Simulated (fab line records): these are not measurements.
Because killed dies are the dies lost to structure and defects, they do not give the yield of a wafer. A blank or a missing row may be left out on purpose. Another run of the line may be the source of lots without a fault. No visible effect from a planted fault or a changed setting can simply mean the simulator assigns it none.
Matching of chambers || flow sky130 || SKY_PAD_OPEN_ETCH_07 on rie_diel-04: 4 sister chambers
The step etches the open film in CF4/O2, stops on AlCu, target depth 725 nm, time 161.1 s. 16 wafers are shown with their chamber, then 8 later ones without.

== WAFERS PAIRED WITH THEIR CHAMBERS ==
{"wafer": "L075.1", "chamber": 0, "throttle_valve_pct (%)": 5.959, "oes_product_au (a.u.)": 0.967}
{"wafer": "L075.2", "chamber": 3, "throttle_valve_pct (%)": 5.966, "oes_product_au (a.u.)": 0.974}
{"wafer": "L075.3", "chamber": 2, "throttle_valve_pct (%)": 5.965, "oes_product_au (a.u.)": 0.977}
{"wafer": "L075.4", "chamber": 1, "throttle_valve_pct (%)": 5.981, "oes_product_au (a.u.)": 0.973}
{"wafer": "L075.5", "chamber": 2, "throttle_valve_pct (%)": 5.972, "oes_product_au (a.u.)": 0.981}
{"wafer": "L075.6", "chamber": 3, "throttle_valve_pct (%)": 5.980, "oes_product_au (a.u.)": 0.972}
{"wafer": "L078.1", "chamber": 3, "throttle_valve_pct (%)": 5.967, "oes_product_au (a.u.)": 0.970}
{"wafer": "L078.3", "chamber": 2, "throttle_valve_pct (%)": 5.970, "oes_product_au (a.u.)": 0.969}
{"wafer": "L078.4", "chamber": 0, "throttle_valve_pct (%)": 5.969, "oes_product_au (a.u.)": 0.974}
{"wafer": "L081.4", "chamber": 3, "throttle_valve_pct (%)": 5.976, "oes_product_au (a.u.)": 0.974}
{"wafer": "L081.5", "chamber": 1, "throttle_valve_pct (%)": 5.975, "oes_product_au (a.u.)": 0.985}
{"wafer": "L081.6", "chamber": 0, "throttle_valve_pct (%)": 5.964, "oes_product_au (a.u.)": 0.971}
{"wafer": "L082.3", "chamber": 2, "throttle_valve_pct (%)": 5.960, "oes_product_au (a.u.)": 0.977}
{"wafer": "L082.4", "chamber": 1, "throttle_valve_pct (%)": 5.972, "oes_product_au (a.u.)": 0.969}
{"wafer": "L082.5", "chamber": 1, "throttle_valve_pct (%)": 5.969, "oes_product_au (a.u.)": 0.986}
{"wafer": "L087.3", "chamber": 2, "throttle_valve_pct (%)": 5.960, "oes_product_au (a.u.)": 0.975}

SIGNATURES (averages over the wafers above)
{"reading": "throttle_valve_pct", "chamber 0": 5.96400, "chamber 1": 5.97425, "chamber 2": 5.96540, "chamber 3": 5.97225, "scatter within a chamber": 0.00572}
{"reading": "oes_product_au", "chamber 0": 0.97067, "chamber 1": 0.97825, "chamber 2": 0.97580, "chamber 3": 0.97250, "scatter within a chamber": 0.00525}
Rule: distance of a wafer from a chamber = root of the sum over the readings of ((wafer's reading minus chamber's mean) / reading's scatter) squared. If the next closest chamber is less than 2 further off than the closest, the wafer can't be placed; otherwise it belongs to the closest. How the scatter is found: for the shown wafers, subtract from each reading the mean of its chamber, square and add these, divide the total by (wafers less chambers), then take the root.

== WAFERS MISSING THEIR CHAMBER ==
{"wafer": "L087.4", "throttle_valve_pct (%)": 5.962, "oes_product_au (a.u.)": 0.982}
{"wafer": "L087.6", "throttle_valve_pct (%)": 5.963, "oes_product_au (a.u.)": 0.961}
{"wafer": "L090.1", "throttle_valve_pct (%)": 5.952, "oes_product_au (a.u.)": 0.968}
{"wafer": "L090.2", "throttle_valve_pct (%)": 5.965, "oes_product_au (a.u.)": 0.976}
{"wafer": "L090.6", "throttle_valve_pct (%)": 5.974, "oes_product_au (a.u.)": 0.975}
{"wafer": "L092.1", "throttle_valve_pct (%)": 5.967, "oes_product_au (a.u.)": 0.977}
{"wafer": "L092.4", "throttle_valve_pct (%)": 5.966, "oes_product_au (a.u.)": 0.971}
{"wafer": "L092.6", "throttle_valve_pct (%)": 5.954, "oes_product_au (a.u.)": 0.981}

== EACH ONE'S CHAMBER ==
{"wafer": "L087.4", "from the rows above": "can't be placed: 2 or 0 or 1 or 3", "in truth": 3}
{"wafer": "L087.6", "from the rows above": "can't be placed: 0 or 3 or 2 or 1", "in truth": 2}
{"wafer": "L090.1", "from the rows above": "can't be placed: 0 or 2 or 3", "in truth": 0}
{"wafer": "L090.2", "from the rows above": "can't be placed: 2 or 0 or 3 or 1", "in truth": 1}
{"wafer": "L090.6", "from the rows above": "can't be placed: 3 or 1 or 2 or 0", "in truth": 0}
{"wafer": "L092.1", "from the rows above": "can't be placed: 2 or 3 or 1 or 0", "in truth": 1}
{"wafer": "L092.4", "from the rows above": "can't be placed: 0 or 2 or 3 or 1", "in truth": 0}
{"wafer": "L092.6", "from the rows above": "can't be placed: 2 or 0 or 3 or 1", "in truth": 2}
0 of 8 placed correctly. Cannot be placed on the basis of these rows: 8; the candidates contain the true chamber in 8. Number placed wrongly: 0.
